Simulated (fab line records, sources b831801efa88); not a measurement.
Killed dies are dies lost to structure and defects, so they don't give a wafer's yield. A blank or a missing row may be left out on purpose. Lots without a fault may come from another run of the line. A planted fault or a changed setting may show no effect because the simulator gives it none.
Chamber matching | flow gf180mcu | GF_V2_CMP_04 on cmp-02: 4 sister chambers
The step polishes SiO2. 4 wafers are shown with their chamber, then 9 later ones without.

WAFERS WITH THEIR CHAMBER
wafer  | chamber | motor_current_A (A)
L700.1 | 1       | 12.5
L700.6 | 2       | 11.3
L704.5 | 0       | 10.3
L704.6 | 3       | 11.6

WAFERS WITHOUT THEIR CHAMBER
wafer  | motor_current_A (A)
L707.4 | 11.2
L707.5 | 10.2
L707.6 | 11.2
L708.1 | 11.8
L708.2 | 10.9
L708.4 | 12.3
L716.2 | 12.0
L716.5 | 11.5
L716.6 | 11.1

WHICH CHAMBER EACH WENT THROUGH
wafer  | from the rows above          | in truth
L707.4 | can't be placed: 2 or 3      | 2
L707.5 | 0                            | 0
L707.6 | can't be placed: 2 or 3      | 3
L708.1 | can't be placed: 3 or 2      | 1
L708.2 | can't be placed: 2 or 0 or 3 | 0
L708.4 | 1                            | 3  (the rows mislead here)
L716.2 | can't be placed: 3 or 1 or 2 | 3
L716.5 | can't be placed: 3 or 2      | 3
L716.6 | can't be placed: 2 or 3      | 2
Placed correctly: 1 of 9. Can't be placed from these rows: 7 (the true chamber is among the candidates in 6). Placed wrongly: 1.
How it was worked out, from the rows above alone: a wafer's distance from a chamber is the root of the sum, over the readings, of the square of ((its reading less the chamber's mean) divided by the reading's scatter). The wafer belongs to the nearest chamber; if the next one is less than 2 further off, it can't be placed. A chamber's mean is the mean of its shown wafers. The scatter: with one shown wafer a chamber, the root of the mean of the squares of how far each hidden wafer lies from its nearest shown one.
